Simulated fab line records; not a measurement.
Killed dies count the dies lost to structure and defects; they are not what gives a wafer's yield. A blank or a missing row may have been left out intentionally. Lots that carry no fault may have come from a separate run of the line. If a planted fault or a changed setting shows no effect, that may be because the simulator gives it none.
What tool caused it? | flow gf180mcu | 15 lots with 45 wafers sampled at 5 steps, on a route of 602 steps

WHAT THE GAUGES SHOWED, per wafer
GF_LVPWELL_OVL_MEAS_07.
lot  | measured    | on         | LVPWELL_OVL (nm)
L144 | day 3 20:55 | overlay-02 | 1.0 -0.3 -1.0
L146 | day 4 06:49 | overlay-01 | 0.4 -0.6 -1.2
L147 | day 4 13:55 | overlay-01 | -1.4 -0.7 -1.8
L148 | day 4 21:27 | overlay-01 | 0.7 0.2 1.8
L149 | day 5 02:50 | overlay-02 | 1.2 1.4 -0.4
L150 | day 5 06:20 | overlay-01 | 1.6 2.3 0.0
L153 | day 6 00:18 | overlay-02 | 0.0 -0.2 0.7
L154 | day 6 02:07 | overlay-01 | 1.8 1.5 -0.3
L156 | day 6 15:31 | overlay-01 | -1.7 -2.0 -2.0
L158 | day 7 06:42 | overlay-02 | 0.6 0.6 0.7
L159 | day 7 18:16 | overlay-01 | 0.9 0.6 1.1
L160 | day 7 19:03 | overlay-01 | -1.0 0.2 -0.3
L161 | day 8 04:19 | overlay-02 | -2.5 -1.7 -0.8
L162 | day 8 07:29 | overlay-02 | -0.4 -0.1 -1.1
L163 | day 8 12:28 | overlay-02 | 1.3 1.0 0.9

GF_VT_IMPLANT_TW_MEAS_32.
lot  | measured     | on            | VT_IMPLANT_3_TW
L144 | day 6 17:24  | film_metro-04 | 269.1 268.9 269.6
L146 | day 7 04:37  | film_metro-01 | 272.3 271.2 271.6
L147 | day 7 17:49  | film_metro-02 | 265.6 265.1 266.3
L148 | day 7 22:55  | film_metro-04 | 268.6 268.6 269.9
L149 | day 8 14:11  | film_metro-01 | 270.2 269.5 269.2
L150 | day 8 14:43  | film_metro-01 | 270.9 268.6 270.8
L153 | day 9 10:21  | film_metro-04 | 270.2 270.0 270.3
L154 | day 9 11:18  | film_metro-02 | 265.7 266.1 265.6
L156 | day 10 01:55 | film_metro-02 | 267.4 265.6 267.5
L158 | day 10 22:05 | film_metro-04 | 269.5 269.9 269.9
L159 | day 11 10:05 | film_metro-04 | 270.5 270.1 269.4
L160 | day 11 12:00 | film_metro-04 | 523.0 520.9 525.6
L161 | day 11 23:18 | film_metro-04 | 524.1 523.2 523.1
L162 | day 12 01:37 | film_metro-01 | 523.6 526.2 528.5
L163 | day 12 08:01 | film_metro-01 | 527.6 524.9 528.2

GF_NSD_OVL_MEAS_08.
lot  | measured     | on         | NSD_OVL (nm)
L144 | day 13 02:43 | overlay-01 | -0.6 2.6 0.4
L146 | day 13 15:23 | overlay-01 | -1.7 -1.3 -1.2
L147 | day 14 07:31 | overlay-02 | 2.0 1.3 1.2
L148 | day 14 14:01 | overlay-02 | 2.2 2.0 2.2
L149 | day 15 16:24 | overlay-02 | 0.2 -0.8 -1.1
L150 | day 15 16:38 | overlay-02 | -0.1 2.2 1.7
L153 | day 16 15:14 | overlay-02 | -1.7 -1.2 -1.8
L154 | day 16 15:53 | overlay-01 | 0.9 1.4 0.8
L156 | day 17 08:36 | overlay-02 | 0.5 1.4 2.3
L158 | day 18 10:25 | overlay-02 | -1.7 -3.2 -2.1
L159 | day 19 01:38 | overlay-01 | 0.2 -1.3 -1.3

GF_CONTACT_BOW_MEAS_05.
lot  | measured     | on            | CONTACT_BOW (um)
L144 | day 14 22:33 | film_metro-03 | 60 57 64
L146 | day 15 12:11 | film_metro-03 | 61 48 66
L147 | day 16 04:20 | film_metro-02 | 70 70 68
L148 | day 16 11:49 | film_metro-02 | 64 80 64
L149 | day 17 15:43 | film_metro-02 | 58 66 64
L150 | day 17 16:28 | film_metro-01 | 70 63 63
L153 | day 18 15:52 | film_metro-03 | 60 55 62
L154 | day 18 16:08 | film_metro-01 | 68 65 76
L156 | day 19 09:54 | film_metro-02 | 73 67 62
L158 | day 20 14:05 | film_metro-01 | 67 63 69
L159 | day 21 03:58 | film_metro-02 | 58 60 62

WHAT TOOL EACH LOT RAN ON (gives the tool, then ch and the chambers of the sampled wafers, and finally the start)
lot  | GF_VT_IMPLANT_IMPLANT_30
L144 | implanter-04 ch 0, day 6 17:10
L146 | implanter-04 ch 0, day 7 04:22
L147 | implanter-03 ch 0, day 7 17:34
L148 | implanter-01 ch 0, day 7 22:41
L149 | implanter-03 ch 0, day 8 13:59
L150 | implanter-03 ch 0, day 8 14:30
L153 | implanter-04 ch 0, day 9 10:07
L154 | implanter-03 ch 0, day 9 11:03
L156 | implanter-03 ch 0, day 10 01:41
L158 | implanter-03 ch 0, day 10 21:50
L159 | implanter-04 ch 0, day 11 09:50
L160 | implanter-03 ch 0, day 11 11:46
L161 | implanter-04 ch 0, day 11 23:03
L162 | implanter-04 ch 0, day 12 01:23
L163 | implanter-04 ch 0, day 12 07:47
- GF_VT_IMPLANT_IMPLANT_30

AS READ BY THE TOOLS THEMSELVES (means over the sampled wafers that have a number; for cases with no such wafer, the mark the record gives instead)
The record holds no such reading with a usual standard deviation.

THE ANSWER, worked out from the rows above alone
Rule: usual is defined by the lots themselves. Put in order of their means at a reading, lots are off if they are a third of the lots or fewer, leave a main group of 4 or more, and stand apart from it by a gap of 3 or more times the standard deviation of the main group's means; of several such gaps the widest counts. Not used: any main group whose means are identical at the precision the tables above print for the reading. A lot without any number at a reading at which 4 lots or more have one is off too. The other lots that the step has rows for count as sound. Order of review: gauges by route order, followed by the tools' own readings, for which a lot's mean as printed above is used. At the first step where some lot is off, the reading lying furthest off is the one used; lots without a number count as furthest.
Off: at GF_VT_IMPLANT_TW_MEAS_32 (VT_IMPLANT_3_TW), L160, L161, L162, L163. The main group: mean 268.9, standard deviation 1.9.
If a tool, at a process step before that reading, ran all the lots that are off and no sound lot after the first of them, it fits. Those tools and the gauges at GF_VT_IMPLANT_TW_MEAS_32 are tried in the same way. Of those tried, none fits.

WHAT WAS PUT IN BY THE SIMULATOR
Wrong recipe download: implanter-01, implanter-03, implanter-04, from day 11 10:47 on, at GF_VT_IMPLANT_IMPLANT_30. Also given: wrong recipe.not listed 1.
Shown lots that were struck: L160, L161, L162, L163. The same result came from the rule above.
